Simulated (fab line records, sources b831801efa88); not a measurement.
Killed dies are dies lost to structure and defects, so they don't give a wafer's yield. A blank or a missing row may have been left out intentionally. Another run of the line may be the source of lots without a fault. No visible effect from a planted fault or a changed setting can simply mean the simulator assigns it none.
A struck lot beside a sound one :: flow sky130 :: 32 steps out of a route of 708
Sound: wafers L910.1, L910.2, L910.4. Struck: wafers L906.2, L906.3, L906.4. The cause is named last.
Per side, at each step with rows, come the tool, then ch with its chambers, and then its first start. Under that, the readings that differ: sound wafers :: struck wafers :: difference of the means :: sigmas: that difference in standard deviations of wafers without a fault.
alike: same words and numbers on both sides, and readings whose means sit less than 2 such deviations apart. not compared: any withheld reading, any reading some wafer has no value for, any bound like >300 that may hide the same value, and any number with overlapping values for which the record gives no deviation.
A row with sigmas, a row that says differs or no value, or rows on one side alone: a step with any of these is where the two part. Numbers that don't overlap but have no deviation are shown without sigmas and don't part them. A reading missing from all wafers of one side parts the sides only when that side holds two or more wafers.

SKY_PWDE_OVL_MEAS_07:
  sound on overlay-02 at day 8 03:34; struck on overlay-02 at day 7 02:46
  alike: PWDE_OVL
after that, 1 step had no rows for these wafers: SKY_PWDE_IMPLANT_08.
SKY_PWDE_STRIP_09: strips in O2/N2.
  sound on plasma asher-04 ch 0,1, day 8 03:44; struck on plasma asher-04 ch 0,1, day 7 02:56
reading: strip time to endpoint s (s)
sound: 36.87 36.90 36.89
struck: 37.05 37.05 37.20
difference: +0.21
sigmas: +2
  alike: drypump motor current A, oes product au
  not compared: rf hours counter h
SKY_PWDE_TW_MEAS_10:
  sound on film metro-01 at day 8 03:50; struck on film metro-02 at day 7 03:03
  alike: PWDE_TW
then, 7 steps without rows for these wafers: SKY_NWELL_DEHYDRATE_03 (time 60 s); SKY_NWELL_HMDS_04 (prime time 60 s); SKY_NWELL_COAT_05 (resist thk 3000 nm); SKY_NWELL_SOFTBAKE_06; SKY_NWELL_EXPOSE_07 (exposes mask NWM, target cd 840 nm); SKY_NWELL_PEB_08; SKY_NWELL_DEVELOP_09 (develop time 60 s).
SKY_NWELL_OVL_MEAS_10:
  sound on overlay-01 at day 9 00:46; struck on overlay-01 at day 7 22:21
  alike: NWELL_00_OVL
SKY_NWELL_IMPLANT_11:
  sound on implanter-01 ch 0, day 9 00:48; struck on implanter-02 ch 0, day 7 22:24
reading: beam energy keV
sound: 399.83 400.02 400.12
struck: 307.82 308.03 307.86
difference: -92.09
sigmas: -99 or more

reading: model.implant.rp nm (nm)
sound: 479.9 479.9 479.9
struck: 391.2 391.2 391.2
difference: -88.7
sigmas: 

reading: model.implant.drp nm (nm)
sound: 116.9 116.9 116.9
struck: 103 103 103
difference: -14
sigmas: 
  alike: faraday current uA
then, 2 steps without rows for these wafers: SKY_NWELL_IMPLANT_12; SKY_NWELL_IMPLANT_13.
SKY_NWELL_STRIP_14: strips in O2/N2.
  sound on plasma asher-03 ch 0,1, day 9 01:15; struck on plasma asher-04 ch 0,1, day 7 22:50
  alike: drypump motor current A, oes product au, strip time to endpoint s
  not compared: rf hours counter h
SKY_NWELL_TW_MEAS_15:
  sound on film metro-02 at day 9 01:21; struck on film metro-03 at day 7 22:56
reading: NWELL_TW
sound: 1836 1830 1827
struck: 1767 1773 1762
difference: -64
sigmas: -8
then, 7 steps without rows for these wafers: SKY_NWELL_DEHYDRATE_16 (time 60 s); SKY_NWELL_HMDS_17 (prime time 60 s); SKY_NWELL_COAT_18 (resist thk 3000 nm); SKY_NWELL_SOFTBAKE_19; SKY_NWELL_EXPOSE_20 (exposes mask NWM COMPLEMENT, target cd 840 nm); SKY_NWELL_PEB_21; SKY_NWELL_DEVELOP_22 (develop time 60 s).
SKY_NWELL_OVL_MEAS_23:
  sound on overlay-01 at day 9 22:54; struck on overlay-01 at day 8 19:49
reading: NWELL_01_OVL (nm)
sound: -1.3 -1.6 -0.7
struck: 2.2 1.4 2.1
difference: +3.1
sigmas: +2
after that, 1 step had no rows for these wafers: SKY_NWELL_IMPLANT_24.
SKY_NWELL_STRIP_25: strips in O2/N2.
  sound on plasma asher-03 ch 0,1, day 9 23:05; struck on plasma asher-03 ch 0,1, day 8 19:59
  alike: drypump motor current A, oes product au, strip time to endpoint s
  not compared: rf hours counter h
SKY_NWELL_TW_MEAS_26:
  sound on film metro-03 at day 9 23:11; struck on film metro-03 at day 8 20:06
  alike: NWELL_2_TW
then, 1 step without rows for these wafers: SKY_NWELL_CLEAN_27 (cleans in SC1/SC2, time 150 s).
SKY_NWELL_RTA_28: time 30 s.
  sound on rtp anneal-01 ch 0, day 9 23:18; struck on rtp anneal-02 ch 0, day 8 20:13
  alike: lamp power pct, wafer_temp_C_max
SKY_NWELL_RS_MEAS_29: measurement is done with a four-point probe.
  sound on film metro-02 at day 9 23:24; struck on film metro-01 at day 8 20:19
reading: NWELL_RS (ohm/sq)
sound: 625.7 623.8 623.1
struck: 666.1 666.2 667.2
difference: +42.3
sigmas: +28
-- the record jumps here: 41 days lie between the struck wafers' starts before and after (it left off in module NWELL and takes up again in module PAD_OPEN, whose first step shown is number 708 of the route) --
SKY_PAD_OPEN_PROBE_99:
  sound on prober-01 at day 50 09:53; struck on prober-02 at day 49 12:29
reading: model.etest.pfet_16v.r on ohm um
sound: 1.489e+04 1.534e+04 1.535e+04
struck: 1.675e+04 1.644e+04 1.68e+04
difference: +1.470e+03
sigmas: 

reading: model.etest.res nwell.line ohm um
sound: 1186 1244 1241
struck: 2497 2311 2445
difference: +1194
sigmas: 

reading: model.etest.res nwell.rs ohm sq
sound: 972 1035 1028
struck: 1969 1810 1912
difference: +885
sigmas: 

reading: model.etest.nfet_16v.r on ohm um
sound: 1.379e+04 1.387e+04 1.388e+04
struck: 1.527e+04 1.494e+04 1.517e+04
difference: +1.280e+03
sigmas: 

reading: model.etest.pfet g5v0d10v5.r on ohm um
sound: 4831 4884 4838
struck: 5152 5113 5109
difference: +274
sigmas: 

reading: model.etest.tip_p_5v.rs ohm sq
sound: 2890 2894 2874
struck: 3140 3151 3152
difference: +262
sigmas: 

reading: model.etest.tip p.rs ohm sq
sound: 6808 6813 6873
struck: 7087 7014 7105
difference: +237
sigmas: 

reading: model.etest.res iso pwell.width nm (nm)
sound: 2673 2664 2650
struck: 2707 2682 2708
difference: +37
sigmas: 
  alike: killed_at_M0_to_M3, killed_at_M4_up, killed at contacts, killed at front end, killed at other, killed dies, killed open, killed short

## WHERE THEY PART
Earliest at SKY_PWDE_STRIP_09; latest, in this record, at SKY_NWELL_RS_MEAS_29. Later steps at which nothing parts them and some readings are alike: SKY_PAD_OPEN_PROBE_99.

WHY: whatever the simulator had introduced
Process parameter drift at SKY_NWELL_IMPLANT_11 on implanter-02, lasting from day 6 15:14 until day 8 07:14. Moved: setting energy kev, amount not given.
